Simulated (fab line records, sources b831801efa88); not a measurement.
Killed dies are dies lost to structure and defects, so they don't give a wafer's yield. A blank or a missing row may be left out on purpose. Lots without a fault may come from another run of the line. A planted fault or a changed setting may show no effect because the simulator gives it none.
fab line records | flow gf180mcu
record lots=12 wafers=34 last_day=34
route steps=602 shown STI@24 DUAL_GATE@144 CONTACT@292
lots that met no fault: from a run of the same line without faults
start_h: hours from the record's first day to the start of the lot's first wafer shown | wait_h: hours since the lot's step before | " the same as in the row above | L1.1+2: a row that stands for several wafers | - no value, or no start given | * or withheld: withheld | < > ~ a bound
route shown NAME@n: a module of which the file shows steps, and the number in the route of the first | usual: mean/standard deviation of fault-free wafers | same: alike in all rows | chamber/n: place in a boat | sites: the reading at each site | _std_site: their standard deviation | _edge_site: outer sites' mean less inner sites' | radius_mm: how far each site lies from the wafer's centre | mask NAME#n: copy n | behind: the tool/chamber that last shaped the wafer | hold: why the lot was held/for how many hours/how that ended | device: the transistor (n, p or np) that didn't switch | end of line: the same wafers' tests at the end of the route | a step without rows: its recipe alone | killed: dies lost to structure and defects at the first sort, not the wafer's yield | map: a wafer's dies, x killed, . not, _ none there
set.NAME: the setting as run; set.NAME@STEP: as run at that earlier step | model.NAME: the simulator's own value behind a step, which no gauge read
steps of the route over a sample of lots; a table a step, a row a wafer
services: from which hour (start_h, from the record's first day; less than 0 if before it) a tool's chamber was out of use, for how many hours, and why
## steps
# step GF_STI_CVD_23
# recipe material=SiO2 target_thk_nm=650 sigma_open_frac=0.3 time_s=108.3 temp_c=600 sih4_flow_sccm=60 pressure_mtorr=6
# usual sih4_flow_sccm=60.01/0.2
# columns lot.wafer tool chamber start_h wait_h sih4_flow_sccm
L344.1 hdpcvd-01 2 30.40 0.1 59.84
L344.5 " 0 " " 59.82
L344.6 " 2 " " 59.70
L345.1 hdpcvd-02 1 34.33 0.1 59.84
L345.5 " 0 " " 59.86
L345.6 " 1 " " 60.07
L346.4 hdpcvd-02 0 40.81 0.1 59.87
L346.5 " 2 " " 60.12
L346.6 " 1 " " 59.94
L347.2 hdpcvd-01 0 47.63 0.0 60.00
L347.3 " 1 " " 59.62
L347.6 " 1 " " 59.82
L348.3 hdpcvd-02 1 49.37 0.0 59.95
L348.5 " 2 " " 59.91
L348.6 " 0 " " 59.99
L349.1 hdpcvd-02 0 53.61 0.1 60.19
L349.3 " 2 " " 59.85
L349.4 " 2 " " 59.92
L350.1 hdpcvd-02 1 57.89 0.1 60.02
L350.3 " 2 " " 59.99
L350.4 " 2 " " 59.93
L352.2 hdpcvd-02 2 69.34 0.0 60.25
L352.4 " 1 " " 59.95
L352.6 " 0 " " 59.85
L358.1 hdpcvd-01 0 100.37 0.1 59.71
L358.5 " 0 " " 59.63
L358.6 " 2 " " 59.70
L360.3 hdpcvd-01 0 110.39 0.0 60.26
L363.3 hdpcvd-02 0 125.71 0.0 59.84
L363.4 " 1 " " 60.17
L363.6 " 2 " " 60.16
L367.3 hdpcvd-02 1 146.54 0.0 59.97
L367.4 " 1 " " 59.97
L367.5 " 0 " " 60.32
# step GF_STI_THK_MEAS_24
# recipe reads=SiO2_of_STI_CVD_23
# usual STI_CVD_23_THK=654/6.1
# columns lot.wafer tool chamber start_h wait_h hold STI_CVD_23_THK[nm]
L344.1 film_metro-01 - 30.48 0.0 - 658
L344.5 " - " " - 650
L344.6 " - " " - 649
L345.1 film_metro-04 - 34.41 0.0 - 650
L345.5 " - " " - 654
L345.6 " - " " - 644
L346.4 film_metro-03 - 40.88 0.0 - 652
L346.5 " - " " - 652
L346.6 " - " " - 649
L347.2 film_metro-01 - 47.72 0.0 - 647
L347.3 " - " " - 648
L347.6 " - " " - 651
L348.3 film_metro-01 - 49.47 0.1 - 649
L348.5 " - " " - 654
L348.6 " - " " - 655
L349.1 film_metro-04 - 53.68 0.0 - 666
L349.3 " - " " - 661
L349.4 " - " " - 658
L350.1 film_metro-03 - 57.97 0.0 - 650
L350.3 " - " " - 652
L350.4 " - " " - 646
L352.2 film_metro-01 - 69.43 0.0 - 646
L352.4 " - " " - 648
L352.6 " - " " - 664
L358.1 film_metro-01 - 100.45 0.0 await_dispo/0.2h/release 911
L358.5 " - " " await_dispo/0.2h/release 911
L358.6 " - " " await_dispo/0.2h/release 652
L358.1 film_metro-01 - 100.79 0.3 - 912
L358.5 " - " " - 910
L358.6 " - " " - 652
L360.3 film_metro-04 - 110.49 0.1 await_dispo/0.2h/release 914
L360.3 film_metro-04 - 110.72 0.2 - 914
L363.3 film_metro-01 - 125.80 0.1 - 656
L363.4 " - " " - 651
L363.6 " - " " - 652
L367.3 film_metro-04 - 146.64 0.1 - 662
L367.4 " - " " - 657
L367.5 " - " " - 649
# step GF_STI_CMP_25
# recipe stop_on=Si3N4 t_overpolish_s=33 down_force_psi=4 platen_rpm=60 target_thk_nm=524.6 pad_velocity_m_s=0.94248
# usual motor_current_A=12.0/1 retaining_ring_pressure_frac=1.000/0.0049 time_to_endpoint_s=123/6.2
# columns lot.wafer tool chamber start_h wait_h hold motor_current_A retaining_ring_pressure_frac time_to_endpoint_s
L344.1 cmp-01 2 30.54 0.1 - 12.9 1.000 125
L344.6 " 2 " " - 13.1 1.002 124
L344.5 " 3 " " - 11.4 1.003 119
L345.1 cmp-01 2 34.47 0.1 - 13.3 0.989 129
L345.6 " 2 " " - 13.2 0.999 129
L345.5 " 3 " " - 10.9 0.999 122
L346.4 cmp-02 2 41.06 0.2 - 11.0 0.992 123
L346.5 " 3 " " - 12.6 0.994 122
L346.6 " 0 " " - 13.0 1.003 132
L347.2 cmp-01 3 47.82 0.1 - 11.8 1.000 124
L347.3 " 1 " " - 11.3 0.996 119
L347.6 " 3 " " - 10.7 1.000 125
L348.3 cmp-01 3 49.66 0.2 - 11.1 0.995 127
L348.6 " 0 " " - 11.5 0.995 126
L348.5 " 1 " " - 11.4 0.995 121
L349.3 cmp-01 3 53.74 0.0 - 11.5 1.001 122
L349.4 " 0 " " - 11.5 0.996 121
L349.1 " 1 " " - 11.3 1.002 125
L350.1 cmp-02 3 58.03 0.1 - 13.8 0.992 122
L350.3 " 1 " " - 15.1 0.997 120
L350.4 " 2 " " - 11.4 0.994 118
L352.2 cmp-01 3 69.53 0.1 - 11.6 1.001 122
L352.4 " 1 " " - 10.4 0.996 117
L352.6 " 3 " " - 11.8 1.007 122
L358.1 cmp-01 3 103.40 2.6 await_dispo/2.6h/release 11.4 0.996 167
L358.6 " 3 " " await_dispo/2.6h/release 11.0 1.001 121
L358.5 " 0 " " await_dispo/2.6h/release 11.6 0.999 165
L360.3 cmp-01 1 113.17 2.4 await_dispo/1.9h/release 11.3 1.007 170
L363.4 cmp-01 0 125.90 0.1 - 11.9 1.001 113
L363.3 " 1 " " - 11.0 0.990 118
L363.6 " 1 " " - 11.2 0.993 115
L367.4 cmp-02 3 146.68 0.0 - 13.1 1.000 123
L367.3 " 0 " " - 14.0 1.000 136
L367.5 " 0 " " - 13.0 1.007 130
# step GF_DUAL_GATE_THK_MEAS_03
# recipe reads=SiO2_of_DUAL_GATE_OXIDATION_02
# usual DUAL_GATE_OXIDATION_00_THK=10.98/0.25
# columns lot.wafer tool chamber start_h wait_h DUAL_GATE_OXIDATION_00_THK[nm]
L344.1 film_metro-03 - 165.15 0.0 10.91
L344.5 " - " " 11.16
L344.6 " - " " 11.11
L345.1 film_metro-04 - 168.79 0.0 10.34
L345.5 " - " " 10.52
L345.6 " - " " 10.49
L346.4 film_metro-01 - 179.58 0.0 10.57
L346.5 " - " " 10.66
L346.6 " - " " 10.76
L347.2 film_metro-04 - 186.29 0.0 10.60
L347.3 " - " " 10.58
L347.6 " - " " 10.62
L348.3 film_metro-03 - 190.04 0.0 11.29
L348.5 " - " " 11.32
L348.6 " - " " 11.30
L349.1 film_metro-01 - 193.45 0.0 11.05
L349.3 " - " " 10.93
L349.4 " - " " 10.97
L350.1 film_metro-03 - 200.04 0.0 10.75
L350.3 " - " " 10.79
L350.4 " - " " 10.65
L352.2 film_metro-03 - 214.66 0.0 11.17
L352.4 " - " " 11.03
L352.6 " - " " 11.02
L358.1 film_metro-01 - 252.96 0.0 11.15
L358.5 " - " " 11.08
L358.6 " - " " 11.18
L360.3 film_metro-03 - 267.98 0.0 11.41
L363.3 film_metro-01 - 284.43 0.0 11.03
L363.4 " - " " 11.21
L363.6 " - " " 11.06
L367.3 film_metro-04 - 313.54 0.0 11.51
L367.4 " - " " 11.36
L367.5 " - " " 11.48
# step GF_CONTACT_BOW_MEAS_05
# recipe mode=bow
# usual CONTACT_BOW=66/7.4
# columns lot.wafer tool chamber start_h wait_h CONTACT_BOW[um]
L344.1 film_metro-03 - 347.60 0.2 63
L344.5 " - " " 74
L344.6 " - " " 82
L345.1 film_metro-02 - 348.41 0.2 70
L345.5 " - " " 64
L345.6 " - " " 62
L346.4 film_metro-03 - 363.70 0.4 70
L346.5 " - " " 68
L346.6 " - " " 65
L347.2 film_metro-02 - 372.87 0.2 51
L347.3 " - " " 51
L347.6 " - " " 67
L348.3 film_metro-02 - 379.33 0.3 71
L348.5 " - " " 73
L348.6 " - " " 81
L349.1 film_metro-04 - 381.03 0.2 65
L349.3 " - " " 60
L349.4 " - " " 72
L350.1 film_metro-02 - 390.28 0.1 66
L350.3 " - " " 44
L350.4 " - " " 64
L352.2 film_metro-02 - 410.36 0.2 63
L352.4 " - " " 72
L352.6 " - " " 70
L358.1 film_metro-02 - 466.05 0.2 78
L358.5 " - " " 69
L358.6 " - " " 73
L360.3 film_metro-04 - 480.14 0.2 68
L363.3 film_metro-02 - 501.61 0.3 57
L363.4 " - " " 52
L363.6 " - " " 64
L367.3 film_metro-04 - 533.28 0.2 70
L367.4 " - " " 74
L367.5 " - " " 80
# step GF_CONTACT_CMP_27
# recipe stop_on=SiO2 down_force_psi=3.5 platen_rpm=60 t_overpolish_s=15 target_thk_nm=0 pad_velocity_m_s=0.94248
# usual motor_current_A=11.4/1.1 overpolish_run_s=15.001/0.0094 retaining_ring_pressure_frac=1.000/0.005 time_to_endpoint_s=74/4.7
# columns lot.wafer tool chamber start_h wait_h motor_current_A overpolish_run_s retaining_ring_pressure_frac time_to_endpoint_s
L344.1 cmp-02 1 371.33 0.1 13.4 14.993 1.003 72
L344.5 " 3 " " 12.1 15.002 1.006 73
L344.6 " 0 " " 12.4 15.005 0.995 83
L345.1 cmp-01 1 371.98 0.1 10.0 15.008 1.003 69
L345.6 " 1 " " 10.3 15.007 1.004 67
L345.5 " 2 " " 11.5 15.026 1.005 77
L346.4 cmp-02 3 387.16 0.1 12.3 14.995 1.000 72
L346.5 " 2 " " 9.5 15.002 1.007 75
L346.6 " 3 " " 12.2 15.013 1.000 73
L347.3 cmp-02 3 397.11 0.0 12.2 15.006 1.001 73
L347.2 " 1 " " 13.2 15.000 0.994 72
L347.6 " 0 " " 12.2 15.000 1.005 77
L348.3 cmp-01 0 403.78 0.0 10.2 14.997 0.999 67
L348.5 " 0 " " 10.0 15.014 0.995 68
L348.6 " 1 " " 10.0 15.012 0.994 69
L349.3 cmp-02 0 404.78 0.0 11.8 15.002 1.003 83
L349.4 " 1 " " 13.4 15.000 0.995 71
L349.1 " 3 " " 12.3 15.011 0.997 73
L350.3 cmp-01 3 414.91 0.0 10.2 15.017 0.995 71
L350.4 " 0 " " 10.5 15.005 0.997 67
L350.1 " 1 " " 10.2 14.978 1.002 66
L352.2 cmp-02 1 435.60 0.1 12.8 14.990 1.009 72
L352.4 " 2 " " 9.8 15.001 0.996 69
L352.6 " 0 " " 11.6 15.005 1.005 81
L358.1 cmp-01 2 491.22 0.1 12.3 15.004 1.014 82
L358.6 " 0 " " 10.7 14.988 1.001 69
L358.5 " 1 " " 10.0 15.006 0.995 74
L360.3 cmp-02 1 504.50 0.0 12.6 14.998 1.001 73
L363.3 cmp-02 1 526.18 0.0 13.7 14.998 1.000 72
L363.4 " 0 " " 11.8 14.999 0.999 83
L363.6 " 1 " " 13.2 15.017 1.006 75
L367.3 cmp-02 3 556.88 0.0 12.5 15.002 1.008 78
L367.4 " 1 " " 13.7 14.996 1.004 72
L367.5 " 3 " " 11.9 14.998 1.001 69
## services
# columns tool chamber start_h hours kind
cmp-01 - 39.90 1.1 repair
cmp-01 - 64.00 4.0 pm
cmp-02 - 69.79 12.1 repair
cmp-01 - 88.20 2.5 repair
cmp-01 - 99.55 0.4 repair
cmp-01 - 112.24 0.8 repair
cmp-02 - 113.07 3.5 pm
cmp-02 - 116.98 12.9 repair
cmp-01 - 147.73 5.0 pm
cmp-01 - 157.26 7.2 pm
cmp-02 - 193.88 3.1 repair
cmp-01 - 211.54 2.9 repair
cmp-01 - 225.66 0.9 repair
cmp-02 - 232.25 4.0 pm
cmp-02 - 278.29 3.0 repair
cmp-01 - 307.69 1.3 repair
cmp-01 - 311.32 2.8 repair
cmp-02 - 313.53 0.8 repair
cmp-02 - 341.28 8.6 pm
cmp-01 - 367.32 3.1 repair
cmp-01 - 404.08 4.0 pm
cmp-01 - 458.54 0.6 repair
cmp-01 - 461.79 1.3 repair
cmp-01 - 526.26 4.3 pm
## key
first_sign step=GF_STI_THK_MEAS_24 reading=visit direction=added
effect step=GF_STI_THK_MEAS_24 reading=STI_CVD_23_THK direction=up sigmas=43 usual=654 struck=912
effect step=GF_STI_CMP_25 reading=time_to_endpoint_s direction=up sigmas=7.1 usual=* struck=*
met_at GF_STI_CVD_23
struck_lots L358,L360
struck_wafers L358.1,L358.5,L360.3
tester_left_out L358,L360
not_acting_at GF_DUAL_GATE_THK_MEAS_03,GF_CONTACT_BOW_MEAS_05,GF_CONTACT_CMP_27
onset_between 47.63 100.37
fault kind=process_parameter_drift tool=hdpcvd-01 chamber=0 onset_h=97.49 steps=GF_STI_CVD_23 channel=target_thk_nm offset=261.94 shape=step end_h=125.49 acts_in=these_recipes_only stated=650
# tester_left_out: of these lots the tester's yield and bins aren't shown, on N5 and GAA mostly nor the transistor test; their killed dies are dies lost to structure and defects alone, not to doping, threshold or leakage, so they don't give the yield
